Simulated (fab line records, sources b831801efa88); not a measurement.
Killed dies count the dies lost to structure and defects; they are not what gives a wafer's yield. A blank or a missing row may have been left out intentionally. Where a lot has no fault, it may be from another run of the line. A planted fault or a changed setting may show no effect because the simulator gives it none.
The same fault as seen by 2 desks / flow sky130 / every desk sees just its own numbers, and what lay behind them comes last

## AT THE TOOL OWNER'S DESK: rieDiel-03
The tool's own readings at SKY_METAL4_ETCH_17 (etches SiO2 in C4F8/O2/Ar, stops on TiN, time 3.9 s, target depth 15 nm): means of the sampled wafers that have a number, for each lot that ran on this tool. A lot is out of limits, marked OUT, if its mean lies more than 4 standard deviations from the usual mean; the brackets give that distance.
Columns: A = oesProductAu at SKY_METAL4_ETCH_17, usual 0.753 a.u.
lot=L688; first seen here=day 42 09:16; A=0.750
lot=L689; first seen here=day 42 13:17; A=0.753
lot=L691; first seen here=day 43 05:25; A=0.752
lot=L693; first seen here=day 43 17:28; A=0.755
lot=L706; first seen here=day 46 23:07; A=0.751
lot=L707; first seen here=day 47 07:01; A=0.752
lot=L708; first seen here=day 47 10:51; A=0.750
Result from this desk: across the 7 lots, nothing is out of limits.

## FROM THE METROLOGY DESK
Lot by lot, what the gauges showed, no matter which tool ran the lot: averages of those sampled wafers that carry a number. A lot is out of limits, marked OUT, if its mean lies more than 4 standard deviations from the usual mean; the brackets give that distance.
Columns: A = VIA4_W_THK at SKY_VIA4_THK_MEAS_20, usual 509 nm; B = PASSIVATION_CVD_02_THK at SKY_PASSIVATION_THK_MEAS_03, usual 536 nm
lot=L687; first seen here=day 43 00:52; A=503; B=531
lot=L688; first seen here=day 43 10:25; A=507; B=540
lot=L689; first seen here=day 43 14:47; A=509; B=528
lot=L690; first seen here=day 43 23:13; A=506; B=542
lot=L691; first seen here=day 44 06:04; A=504; B=526
lot=L693; first seen here=day 44 18:20; A=498; B=534
lot=L701; first seen here=day 46 18:34; A=516; B=555
lot=L702; first seen here=day 47 00:59; A=505; B=539
lot=L704; first seen here=day 47 13:10; A=501; B=531
lot=L706; first seen here=day 47 20:56; A=510; B=527
lot=L707; first seen here=day 48 04:56; A=515; B=540
lot=L708; first seen here=day 48 10:04; A=520; B=542
Result from this desk: across the 12 lots, nothing is out of limits.

## ALL TOGETHER
The desk of the tool owner found nothing out of limits.
From the metrology desk's view, nothing was out of limits.

## WHAT THE SIMULATOR PUT IN
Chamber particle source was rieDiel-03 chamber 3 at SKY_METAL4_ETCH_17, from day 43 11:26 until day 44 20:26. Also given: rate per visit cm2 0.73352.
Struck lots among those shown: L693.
